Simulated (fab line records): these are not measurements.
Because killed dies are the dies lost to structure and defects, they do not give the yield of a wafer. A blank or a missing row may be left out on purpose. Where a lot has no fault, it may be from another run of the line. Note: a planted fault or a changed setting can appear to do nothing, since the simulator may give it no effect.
One fault through the eyes of 2 desks :: flow sky130 :: only its own numbers are on each desk; what lay behind them is given at the end

## THE TOOL OWNER'S DESK: furnace-01
The tool's own readings at SKY_GATE_OXIDE_OXIDATION_16 (stabilise 600 s, purge 300 s, target thk 3.57 nm): means of the sampled wafers that have a number, for each lot that ran on this tool. Any lot whose mean is over 4 standard deviations away from the usual mean is out of limits and marked OUT; that distance is given in the brackets.
Columns: A = spike-tc-centre-C at SKY_GATE_OXIDE_OXIDATION_16, usual 800.5 C
lot: L963
first seen here: day 13 18:12
A: 801.4

lot: L964
first seen here: day 14 02:37
A: 799.4

lot: L967
first seen here: day 15 21:58
A: 799.7

lot: L974
first seen here: day 17 21:08
A: 801.5

lot: L976
first seen here: day 18 08:24
A: 801.3

lot: L977
first seen here: day 18 21:38
A: 799.4

lot: L980
first seen here: day 19 20:59
A: 800.1

lot: L985
first seen here: day 22 16:07
A: 800.3

lot: L986
first seen here: day 22 16:07
A: 798.4
Result from this desk: across the 9 lots, nothing is out of limits.

## THE METROLOGY DESK
What the gauges read, lot by lot, whatever tool the lot ran on: means of the sampled wafers that have a number. Any lot whose mean is over 4 standard deviations away from the usual mean is out of limits and marked OUT; that distance is given in the brackets.
Columns: A = VIA4_W_THK at SKY_VIA4_THK_MEAS_20, usual 489 nm
lot: L963
first seen here: day 42 17:07
A: 490

lot: L964
first seen here: day 42 21:35
A: 487

lot: L966
first seen here: day 43 18:55
A: 477

lot: L967
first seen here: day 44 09:02
A: 501

lot: L969
first seen here: day 46 09:20
A: 500

lot: L973
first seen here: day 46 10:26
A: 487

lot: L970
first seen here: day 46 12:53
A: 485

lot: L974
first seen here: day 46 14:22
A: 482

lot: L976
first seen here: day 46 15:23
A: 490

lot: L977
first seen here: day 46 15:44
A: 487

lot: L980
first seen here: day 47 02:49
A: 481

lot: L985
first seen here: day 49 01:39
A: 478

lot: L986
first seen here: day 49 02:46
A: 486
Result from this desk: across the 13 lots, nothing is out of limits.

## PUT TOGETHER
Nothing out of limits was seen by the tool owner's desk.
At the metrology desk, nothing out of limits was observed.

## WHAT WAS PUT IN BY THE SIMULATOR
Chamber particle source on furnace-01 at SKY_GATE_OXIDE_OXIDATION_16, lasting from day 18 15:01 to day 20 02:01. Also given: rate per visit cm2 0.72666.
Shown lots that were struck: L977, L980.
